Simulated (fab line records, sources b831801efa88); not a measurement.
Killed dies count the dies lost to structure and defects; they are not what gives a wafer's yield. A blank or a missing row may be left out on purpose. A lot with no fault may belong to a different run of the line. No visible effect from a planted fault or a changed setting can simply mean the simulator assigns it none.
A lot that was struck, set against a sound lot ; flow sky130 ; 29 out of 708 route steps
Sound: these wafers, L520.2, L520.4, L520.5. The struck wafers were L533.1, L533.3, L533.5. The cause is given at the end.
Per side, at each step with rows, come the tool, then ch with its chambers, and then its first start. Under that, the readings that differ: sound wafers ; struck wafers ; difference of the means ; sigmas: that difference in standard deviations of wafers without a fault.
alike: a reading whose means differ by less than 2 such deviations, as well as words and numbers matching on both sides. not compared: withheld readings; readings where some wafer has no value; bounds like >300 that might hide an equal value; numbers whose values overlap and for which the record gives no deviation.
The two part at a step that has a row with sigmas, a row that says differs or no value, or rows on one side only. When numbers do not overlap yet have no deviation, they are printed without sigmas and do not part them. A reading missing from all wafers of one side parts the sides only when that side holds two or more wafers.

first, 6 steps without rows for these wafers: SKY_SD_N_IMPLANT_09; SKY_SD_N_IMPLANT_10; SKY_SD_N_STRIP_11 (strips in O2/N2); SKY_SD_N_CLEAN_13 (cleans in SC1/SC2, time 150 s); SKY_SD_N_RTA_14 (time 2 s); SKY_SALICIDE_CLEAN_00 (cleans in HF-last, time 30 s).
SKY_LI_CONTACT_HDPCVD_00: deposits PSG, target thk 930 nm, time 150.6 s.
  sound on hdpcvd-01 ch 0,2, day 28 14:25; struck on hdpcvd-01 ch 0,2, day 33 00:39
  alike: pressure mtorr
then, 21 steps without rows for these wafers: SKY_LI_CONTACT_CMP_02 (polishes PSG); SKY_LI_CONTACT_DEHYDRATE_04 (time 60 s); SKY_LI_CONTACT_HMDS_05 (prime time 60 s); SKY_LI_CONTACT_COAT_06 (resist thk 60 nm); SKY_LI_CONTACT_COAT_07 (resist thk 450 nm); SKY_LI_CONTACT_SOFTBAKE_08 (time 90 s); SKY_LI_CONTACT_EXPOSE_09 (exposes mask LICM1, target cd 170 nm); SKY_LI_CONTACT_PEB_10; SKY_LI_CONTACT_DEVELOP_11 (develop time 60 s); SKY_LI_CONTACT_ETCH_14 (etches BARC in N2/H2, stops on SiO2, time 45.9 s, target depth 60 nm); SKY_LI_CONTACT_ETCH_15 (etches PSG in C4F8/O2/Ar, stops on Si, target depth 600 nm); SKY_LI_CONTACT_STRIP_16 (strips in O2/N2); SKY_LI_CONTACT_CLEAN_17 (cleans in NMP, time 600 s); SKY_LI_CONTACT_PRE_CLEAN_18 (time 5.6 s); SKY_LI_CONTACT_SPUTTER_19 (material Ti, target thk 20 nm, time 106.37 s); SKY_LI_CONTACT_SPUTTER_20 (material TiN, target thk 20 nm, time 80 s); SKY_LI_CONTACT_CVD_21 (deposits W, target thk 400 nm, time 120.56 s); SKY_LI_CONTACT_CMP_24 (polishes, stops on PSG, t overpolish 20 s, target thk 0 nm); SKY_LOCAL_INTERCONNECT_SPUTTER_00 (material TiN, target thk 100 nm, time 83.3 s); SKY_LOCAL_INTERCONNECT_DEHYDRATE_03 (time 60 s); SKY_LOCAL_INTERCONNECT_HMDS_04 (prime time 60 s).
-- a jump in the record: the struck wafers' starts before and after are 16 days apart (it breaks off in module LOCAL_INTERCONNECT and resumes in module PAD_OPEN, where the first step shown is number 708 of the route) --
SKY_PAD_OPEN_PROBE_99:
  sound on prober-01 at day 46 03:26; struck on prober-02 at day 49 11:07
reading;sound;struck;difference;sigmas
hold;- - -;await dispo/6.0h/release await dispo/6.0h/release await dispo/6.0h/release;no value on the sound wafers;
killed at contacts;24 26 24;79 46 83;+45;+8
killed dies;92 96 82;143 116 148;+46;+5
  alike: killed_at_M0_to_M3, killed_at_M4_up, killed at front end, killed at other, killed open, killed short

## WHERE THEY PART
Only at SKY_PAD_OPEN_PROBE_99, as far as this record shows.

WHY: what the simulator had put in
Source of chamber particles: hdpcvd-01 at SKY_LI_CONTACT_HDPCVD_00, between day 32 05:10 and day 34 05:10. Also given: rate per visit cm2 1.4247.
